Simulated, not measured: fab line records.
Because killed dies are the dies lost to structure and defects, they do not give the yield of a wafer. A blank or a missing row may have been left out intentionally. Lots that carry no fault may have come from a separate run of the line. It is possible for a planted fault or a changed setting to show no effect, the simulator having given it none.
Which tool did it? ; flow gf180mcu ; 18 wafers from 6 lots sampled at 3 of the route's 602 steps

## WHAT EACH GAUGE READ, for each wafer
GF_V1_CD_MEAS_14: target cd 260 nm.
lot;measured;on;cd-nm (nm)
L111;day 18 19:40;cd-sem-02;262.7 261.2 262.1
L115;day 20 01:21;cd-sem-01;261.9 262.3 260.4
L118;day 21 18:15;cd-sem-02;262.3 262.3 261.1
L126;day 24 08:21;cd-sem-02;240.1 240.7 241.4
L131;day 25 23:24;cd-sem-01;261.3 260.6 259.1
L133;day 26 11:30;cd-sem-01;258.9 260.2 259.9

## EACH LOT AND THE TOOL THAT RAN IT (in order: tool; ch and the chambers of the sampled wafers; start)
lot;GF_M1_SPUTTER_04;GF_V1_SOFTBAKE_10
L111;pvd-sputter-01, day 16 19:31;litho-track-03 ch 0, day 18 07:00
L115;pvd-sputter-02, day 18 00:04;litho-track-03 ch 0, day 19 12:00
L118;pvd-sputter-01, day 19 16:28;litho-track-02 ch 0, day 21 06:00
L126;pvd-sputter-01, day 22 08:26;litho-track-03 ch 0, day 23 20:00
L131;pvd-sputter-03, day 23 23:44;litho-track-02 ch 0, day 25 11:00
L133;pvd-sputter-02, day 24 15:13;litho-track-02 ch 0, day 26 01:00
- GF_M1_SPUTTER_04: material TiN, target thk 50 nm, time 41.7 s.
- GF_V1_SOFTBAKE_10: time 60 s.

## THE ANSWER, worked out from the rows above alone
Rule: what is usual is taken from the lots themselves. Put in order of their means at a reading, lots are off if they are a third of the lots or fewer, leave a main group of 4 or more, and stand apart from it by a gap of 3 or more times the standard deviation of the main group's means; of several such gaps the widest counts. If all means in a main group match to the digits the tables above print for the reading, that group is not used. Also off: a lot with no number at a reading for which 4 or more lots have one. The other lots that the step has rows for count as sound.
Off, at GF_V1_CD_MEAS_14 on cd-nm: L126. The main group has a mean of 261.1 nm with a standard deviation of 0.93.
A tool fits if, at a process step before that reading, it ran every lot that is off, and no sound lot after the first of them. Gauges at GF_V1_CD_MEAS_14: tried the same way as those tools. Can't be told from this: 3 tools fit, pvd-sputter-01 at GF_M1_SPUTTER_04, litho-track-03 at GF_V1_SOFTBAKE_10, cd-sem-02 at GF_V1_CD_MEAS_14.

## WHAT WAS PUT IN BY THE SIMULATOR
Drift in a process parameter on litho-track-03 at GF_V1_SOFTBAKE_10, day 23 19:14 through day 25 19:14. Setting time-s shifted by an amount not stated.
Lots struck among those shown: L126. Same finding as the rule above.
